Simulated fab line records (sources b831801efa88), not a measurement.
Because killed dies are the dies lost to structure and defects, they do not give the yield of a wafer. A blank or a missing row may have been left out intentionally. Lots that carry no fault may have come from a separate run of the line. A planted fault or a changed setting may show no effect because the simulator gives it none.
What tool caused it? ; flow sky130 ; Sampling: 15 lots, 45 wafers, 2 of 708 route steps

== WHAT THE GAUGES READ, wafer by wafer ==
No reading from a measuring or inspecting step in the record can be judged against a usual standard deviation.

== EACH LOT AND THE TOOL THAT RAN IT (in order: tool; ch and the chambers of the sampled wafers; start) ==
lot;SKY_SONOS_ONO_SOFTBAKE_09;SKY_SONOS_ONO_STRIP_17
L274;litho_track-03 ch 0, day 12 18:45;plasma_asher-03 ch 0,1, day 13 07:07
L273;litho_track-04 ch 0, day 12 20:13;plasma_asher-01 ch 0,1, day 13 09:19
L280;litho_track-04 ch 0, day 14 15:04;plasma_asher-03 ch 0,1, day 15 04:24
L281;litho_track-04 ch 0, day 14 19:07;plasma_asher-03 ch 0,1, day 15 08:16
L282;litho_track-04 ch 0, day 15 06:07;plasma_asher-04 ch 0,1, day 15 20:31
L283;litho_track-03 ch 0, day 15 18:27;plasma_asher-01 ch 0,1, day 16 08:48
L285;litho_track-03 ch 0, day 16 03:39;plasma_asher-01 ch 0,1, day 16 17:19
L289;litho_track-01 ch 0, day 17 09:26;plasma_asher-03 ch 0,1, day 17 23:44
L290;litho_track-03 ch 0, day 17 21:22;plasma_asher-01 ch 0,1, day 18 12:55
L291;litho_track-04 ch 0, day 18 05:19;plasma_asher-03 ch 0,1, day 18 21:22
L292;litho_track-01 ch 0, day 18 10:25;plasma_asher-01 ch 0,1, day 19 01:45
L293;litho_track-01 ch 0, day 18 20:04;plasma_asher-03 ch 0,1, day 19 11:37
L294;litho_track-03 ch 0, day 19 07:46;plasma_asher-03 ch 0,1, day 20 00:15
L296;litho_track-04 ch 0, day 19 14:31;plasma_asher-04 ch 1, day 20 06:13
L295;litho_track-03 ch 0, day 19 15:54;plasma_asher-03 ch 0,1, day 20 07:43
- SKY_SONOS_ONO_SOFTBAKE_09: time 60 s.
- SKY_SONOS_ONO_STRIP_17: strips in O2/N2.

== WHAT THE TOOLS THEMSELVES READ (means of the sampled wafers that have a number; where no wafer has one, the mark that the record gives instead) ==
SKY_SONOS_ONO_SOFTBAKE_09. Usual: heater_power_total_W 56.60 W, standard deviation 0.045; run_length_s 89.28 s, standard deviation 0.13.
lot;tool;heater_power_total_W (W);run_length_s (s);flag
L274;litho_track-03;56.65;89.40;
L273;litho_track-04;56.60;89.21;
L280;litho_track-04;62.85;77.28;OFF
L281;litho_track-04;62.84;77.32;OFF
L282;litho_track-04;62.90;77.31;OFF
L283;litho_track-03;56.56;89.22;
L285;litho_track-03;56.61;89.23;
L289;litho_track-01;56.58;89.48;
L290;litho_track-03;56.58;89.36;
L291;litho_track-04;56.57;89.23;
L292;litho_track-01;56.58;89.43;
L293;litho_track-01;56.60;89.43;
L294;litho_track-03;56.57;89.29;
L296;litho_track-04;56.59;89.21;
L295;litho_track-03;56.56;89.32;

SKY_SONOS_ONO_STRIP_17. Usual: drypump_motor_current_A 5.8 A, standard deviation 0.33; oes_product_au 0.709 a.u., standard deviation 0.0049; strip_time_to_endpoint_s 14.11 s, standard deviation 0.03.
lot;tool;drypump_motor_current_A (A);oes_product_au (a.u.);strip_time_to_endpoint_s (s);flag
L274;plasma_asher-03;5.8;0.708;14.11;
L273;plasma_asher-01;6.0;0.705;14.14;
L280;plasma_asher-03;5.8;0.708;14.20;
L281;plasma_asher-03;5.8;0.707;14.21;OFF
L282;plasma_asher-04;5.9;0.708;14.20;
L283;plasma_asher-01;6.1;0.703;14.13;
L285;plasma_asher-01;6.1;0.714;14.10;
L289;plasma_asher-03;5.8;0.714;14.14;
L290;plasma_asher-01;6.0;0.705;14.10;
L291;plasma_asher-03;5.8;0.710;14.11;
L292;plasma_asher-01;6.0;0.713;14.08;
L293;plasma_asher-03;5.6;0.713;14.12;
L294;plasma_asher-03;5.6;0.710;14.12;
L296;plasma_asher-04;6.0;0.712;14.04;
L295;plasma_asher-03;5.6;0.708;14.13;

== THE ANSWER, worked out from the rows above alone ==
Rule: a lot counts as off when the mean over its wafers that have a number is more than 3 standard deviations away from the usual mean. Also off: a lot with no number at a reading for which 4 or more lots have one. Any other lot the step has rows for is counted as sound. Order of review: gauges by route order, followed by the tools' own readings, for which a lot's mean as printed above is used. The first step at which some lot is off is used, and at that step the reading that is off furthest; a lot without a number counts as furthest.
Off, at SKY_SONOS_ONO_SOFTBAKE_09 on heater_power_total_W: L280, L281, L282.
A tool fits if, at that step or a process step before it, it ran every lot that is off, and no sound lot after the first of them. None of those tried fits.

== WHAT WAS PUT IN BY THE SIMULATOR ==
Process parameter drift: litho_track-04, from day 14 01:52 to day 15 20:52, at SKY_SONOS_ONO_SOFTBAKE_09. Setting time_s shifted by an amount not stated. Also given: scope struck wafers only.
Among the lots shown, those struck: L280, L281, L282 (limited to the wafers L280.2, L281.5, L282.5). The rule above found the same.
